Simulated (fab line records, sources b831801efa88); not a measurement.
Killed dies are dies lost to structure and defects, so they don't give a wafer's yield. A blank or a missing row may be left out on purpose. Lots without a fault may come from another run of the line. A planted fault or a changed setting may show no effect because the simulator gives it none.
A struck lot beside a sound one | flow sfq_line | 13 steps out of a route of 325
Sound: wafers L572.2, L572.5, L572.6. Struck: wafers L582.4, L582.5, L582.6. The cause comes at the end.
At each step with rows: each side's tool, then ch and its chambers, then its first start. Under that, the readings that differ: sound wafers | struck wafers | difference of the means | sigmas: that difference in standard deviations of wafers without a fault.
alike: readings whose means differ by less than 2 such deviations, and words and numbers that are the same on both sides. not compared: withheld readings, readings that some wafer has no value for, bounds like >300 that may hide the same value, and numbers for which the record gives no deviation and whose values overlap.
The two part at a step that has a row with sigmas, a row that says differs or no value, or rows on one side only. Numbers that don't overlap but have no deviation are shown without sigmas and don't part them. A reading that every wafer of one side lacks parts them only if that side has two wafers or more.

SFQ_C5_OVL_MEAS_937:
  sound on overlay-02, day 65 05:41; struck on overlay-01, day 67 12:03
  alike: C5_OVL
SFQ_TRILAYER_C5_BARC_OPEN_VIA_ETCH_210: etches BARC in O2, target depth 125 nm, time 41.7 s.
  sound on rie_diel-02 ch 1,2,3, day 65 05:43; struck on rie_diel-01 ch 1,2,3, day 67 12:04
  alike: chamber_pressure_mTorr, drypump_motor_current_A, oes_product_au
  not compared: rf_hours_counter_h
SFQ_TRILAYER_C5_ETCH_VIA_ETCH_154: etches SiO2 in CHF3, stops on Nb, target depth 84 nm.
  sound on rie_diel-02 ch 1,2,3, day 65 05:46; struck on rie_diel-01 ch 1,2,3, day 67 12:07
  alike: chamber_pressure_mTorr, drypump_motor_current_A, oes_product_au
SFQ_TRILAYER_C5_STRIP_STRIP_155: strips in O2.
  sound on rie_metal-03 ch 0,1, day 65 05:48; struck on rie_metal-04 ch 0,1, day 67 12:21
  alike: chamber_pressure_mTorr, drypump_motor_current_A, oes_product_au
  not compared: rf_hours_counter_h
then, 2 steps without rows for these wafers: SFQ_TRILAYER_C5_STRIP_SOLV_CLEAN_156 (cleans in NMP, time 600 s); SFQ_TRILAYER_M6_DEP_PRE_CLEAN_158 (time 22.5 s).
SFQ_TRILAYER_M6_DEP_SPUTTER_157: material Nb, target thk 200 nm, time 133.3 s.
  sound on pvd_sputter-05, day 65 06:37; struck on pvd_sputter-05, day 67 12:58
  alike: throttle_valve_pct
SFQ_M6_RS_MEAS_938: measures by four-point-probe.
  sound on film_metro-02, day 65 06:43; struck on film_metro-01, day 67 13:07
  alike: M6_NB_RS
then, 3 steps without rows for these wafers: SFQ_TRILAYER_M6_LITHO_COAT_164 (resist thk 62 nm); SFQ_TRILAYER_M6_LITHO_COAT_159 (resist thk 600 nm); SFQ_TRILAYER_M6_LITHO_SOFTBAKE_163.
-- the record jumps here: 5 days lie between the struck wafers' starts before and after --
SFQ_TRILAYER_M6_LITHO_EXPOSE_160: exposes mask M6, target cd 500 nm.
  sound on krf_scanner-02 ch 0, day 70 10:56; struck on krf_scanner-01, day 72 07:52
  no value came back on the struck wafers for any of 5 readings (exposure_dose_mJ_cm2, focus_offset_nm (nm) and others); on the sound wafers exposure_dose_mJ_cm2 reads 14.408 14.416 14.399
  alike: mask
then, 1 step without rows for these wafers: SFQ_TRILAYER_M6_LITHO_PEB_162 (peb time 60 s).

WHERE THEY PART
Only at SFQ_TRILAYER_M6_LITHO_EXPOSE_160, within this record.

WHY: what the simulator had put in
Skipped step whole: krf_scanner-01, from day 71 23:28 on, at SFQ_TRILAYER_M6_LITHO_EXPOSE_160. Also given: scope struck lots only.
